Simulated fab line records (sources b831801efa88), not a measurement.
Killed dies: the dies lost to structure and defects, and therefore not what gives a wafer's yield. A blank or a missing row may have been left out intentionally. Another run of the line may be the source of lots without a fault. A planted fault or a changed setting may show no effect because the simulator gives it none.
Struck lot and sound lot, side by side ; flow sky130 ; 43 steps out of a route of 708
Sound: these wafers, L388.3, L388.5, L388.6. Struck: wafer L395.5 (L395.1, L395.6, from the same lot, were not struck and are left out); the cause is given at the end.
For every step that has rows: the tool of each side, followed by ch and its chambers, followed by its first start. Under that, the readings that differ: sound wafers ; struck wafers ; difference of the means ; sigmas: that difference in standard deviations of wafers without a fault.
alike: readings with means less than 2 such deviations apart, plus words and numbers identical on both sides. not compared: withheld readings, readings lacking a value on some wafer, bounds such as >300 that could conceal the same value, and numbers that have no deviation in the record and whose values overlap.
A row with sigmas, a row that says differs or no value, or rows on one side alone: a step with any of these is where the two part. When numbers do not overlap yet have no deviation, they are printed without sigmas and do not part them. Lack of a reading on every wafer of one side parts them only where that side has two or more wafers.

first, 1 step without rows for these wafers: SKY_METAL2_DEVELOP_14 (develop time 60 s).
SKY_METAL2_CD_MEAS_15: target cd 140 nm.
  sound: cdSem-01 at day 36 04:49; struck: cdSem-01 at day 37 15:14
  alike: cdNm
SKY_METAL2_OVL_MEAS_16:
  sound: overlay-02 at day 36 04:55; struck: overlay-01 at day 37 15:22
  alike: METAL2_OVL
then, 8 steps without rows for these wafers: SKY_METAL2_DESCUM_17 (chemistry O2, time 8 s); SKY_METAL2_ETCH_18 (etches BARC in N2/H2, stops on SiO2, time 45.9 s, target depth 60 nm); SKY_METAL2_METAL_ETCH_19 (etches the open film in Cl2/BCl3, stops on SiO2, target depth 360 nm, time 78 s); SKY_METAL2_STRIP_20 (strips in O2/N2); SKY_METAL2_STRIP_21 (strips in post etch residue remover, time 1200 s); SKY_METAL2_CLEAN_22 (cleans in IPA, time 180 s); SKY_METAL2_CLEAN_23 (cleans in O3/DIW); SKY_VIA2_HDPCVD_00 (deposits SiO2, target thk 1180 nm, time 196.7 s).
SKY_VIA2_THK_MEAS_01:
  sound: filmMetro-01 at day 36 05:52; struck: filmMetro-01 at day 37 16:18
  alike: VIA2_HDPCVD_THK
SKY_VIA2_CMP_02: polishes SiO2.
  sound on cmp-01 ch 2,3, day 36 05:58; struck on cmp-01 ch 1, day 37 16:31
  alike: motorCurrentA
SKY_VIA2_BOW_MEAS_03:
  sound: filmMetro-04 at day 36 06:15; struck: filmMetro-04 at day 37 16:40
reading;sound;struck;difference;sigmas
VIA2_BOW (um);93 95 90;74;-19;-2
then, 8 steps without rows for these wafers: SKY_VIA2_DEHYDRATE_04 (time 60 s); SKY_VIA2_HMDS_05 (prime time 60 s); SKY_VIA2_COAT_06 (resist thk 60 nm); SKY_VIA2_COAT_07 (resist thk 450 nm); SKY_VIA2_SOFTBAKE_08 (time 90 s); SKY_VIA2_EXPOSE_09 (exposes mask VIM2, target cd 200 nm); SKY_VIA2_PEB_10; SKY_VIA2_DEVELOP_11 (develop time 60 s).
SKY_VIA2_CD_MEAS_12: target cd 200 nm.
  sound: cdSem-01 at day 37 08:22; struck: cdSem-02 at day 38 16:38
  alike: cdNm
SKY_VIA2_OVL_MEAS_13:
  sound: overlay-02 at day 37 08:28; struck: overlay-02 at day 38 16:46
reading;sound;struck;difference;sigmas
VIA2_OVL (nm);1 -6 -8;7;+11;+2
SKY_VIA2_ETCH_14: etches BARC in N2/H2, stops on SiO2, time 45.9 s, target depth 60 nm.
  sound on rieDiel-04 ch 1,2, day 37 08:29; struck on rieDiel-01 ch 0, day 38 16:47
  alike: drypumpMotorCurrentA, oesProductAu, throttleValvePct
  not compared: rfHoursCounterH
SKY_VIA2_ETCH_15: etches SiO2 in C4F8/O2/Ar, stops on TiN, target depth 546 nm, time 84 s.
  sound on rieDiel-04 ch 1,2, day 37 08:32; struck on rieDiel-01 ch 0, day 38 16:50
  alike: oesProductAu
  not compared: rfHoursCounterH
then, 6 steps without rows for these wafers: SKY_VIA2_STRIP_16 (strips in O2/N2); SKY_VIA2_STRIP_17 (strips in post etch residue remover, time 1200 s); SKY_VIA2_CLEAN_18 (cleans in IPA, time 180 s); SKY_VIA2_CLEAN_19 (cleans in O3/DIW); SKY_VIA2_SPUTTER_20 (material TiN, target thk 20 nm, time 80 s); SKY_VIA2_CVD_21 (deposits W, target thk 420 nm, time 126.4 s).
SKY_VIA2_RS_MEAS_22: measures by four-point-probe.
  sound: filmMetro-04 at day 37 09:27; struck: filmMetro-02 at day 38 17:43
  alike: VIA2_W_RS
SKY_VIA2_THK_MEAS_23: measures by xrf.
  sound: filmMetro-04 at day 37 09:33; struck: filmMetro-02 at day 38 17:50
  alike: VIA2_W_THK
then, 2 steps without rows for these wafers: SKY_VIA2_CMP_24 (polishes, stops on SiO2, t overpolish 20 s, target thk 0 nm); SKY_METAL3_SPUTTER_00 (material Ti, target thk 15 nm, time 10 s).
SKY_METAL3_SPUTTER_01: material TiN, target thk 20 nm, time 16.7 s.
  sound: pvdSputter-01 at day 37 09:55; struck: pvdSputter-02 at day 38 18:13
  alike: throttleValvePct
SKY_METAL3_SPUTTER_02: material AlCu, target thk 735 nm, time 39.1 s.
  sound: pvdSputter-01 at day 37 09:56; struck: pvdSputter-02 at day 38 18:15
  alike: throttleValvePct
then, 2 steps without rows for these wafers: SKY_METAL3_SPUTTER_03 (material Ti, target thk 5 nm, time 3.3 s); SKY_METAL3_SPUTTER_04 (material TiN, target thk 70 nm, time 58.3 s).
SKY_CAPM_CVD_00: deposits SiO2, target thk 15.5 nm.
  sound on pecvd-03 ch 0,1,2, day 37 10:02; struck on pecvd-03 ch 1, day 38 18:21
  alike: heaterPowerW
SKY_CAPM_THK_MEAS_01:
  sound: filmMetro-03 at day 37 10:05; struck: filmMetro-04 at day 38 18:22
  alike: CAPM_CVD_00_THK
-- the record jumps here: 9 days lie between the struck wafers' starts before and after (it left off in module CAPM and takes up again in module PAD_OPEN, whose first step shown is number 708 of the route) --
SKY_PAD_OPEN_PROBE_99:
  sound: prober-01 at day 46 20:03; struck: prober-01 at day 47 21:14
reading;sound;struck;difference;sigmas
defectLimitedYield (%);86.0 82.3 84.8;49.4;-35.0;-17
killed_at_M0_to_M3;34 49 42;221;+179;+25
killedDies;69 87 75;249;+172;+18
killedOnRim;15 22 14;57;+40;+11
sort_bin_3_pad_short (%);0.6 0.8 0.8;3.9;+3.2;+8
sort_bin_5_function (%);8.7 11.2 10.4;30.7;+20.6;+14
sort_bin_6_memory (%);4.7 5.7 4.1;16.1;+11.3;+9
sortNPass;423 405 417;243;-172;-18
sortYieldPct (%);86.0 82.3 84.8;49.4;-35.0;-17
model.etest.tester.sortNPass;423 405 417;243;-172;
model.etest.tester.sortYieldPct (%);85.98 82.32 84.76;49.39;-34.96;
model.etest.tester.sort_bin_5_pct (%);8.74 11.18 10.37;30.69;+20.59;
model.etest.tester.sort_bin_6_pct (%);4.675 5.691 4.065;16.06;+11.25;
model.etest.tester.sort_bin_3_pct (%);0.6098 0.813 0.813;3.862;+3.117;
  alike: killed_at_M4_up, killedAtContacts, killedAtFrontEnd, killedAtOther, killedOpen, killedShort

== WHERE THEY PART ==
At SKY_VIA2_BOW_MEAS_03 first; at SKY_PAD_OPEN_PROBE_99 last (within this record only).

WHY: whatever the simulator had introduced
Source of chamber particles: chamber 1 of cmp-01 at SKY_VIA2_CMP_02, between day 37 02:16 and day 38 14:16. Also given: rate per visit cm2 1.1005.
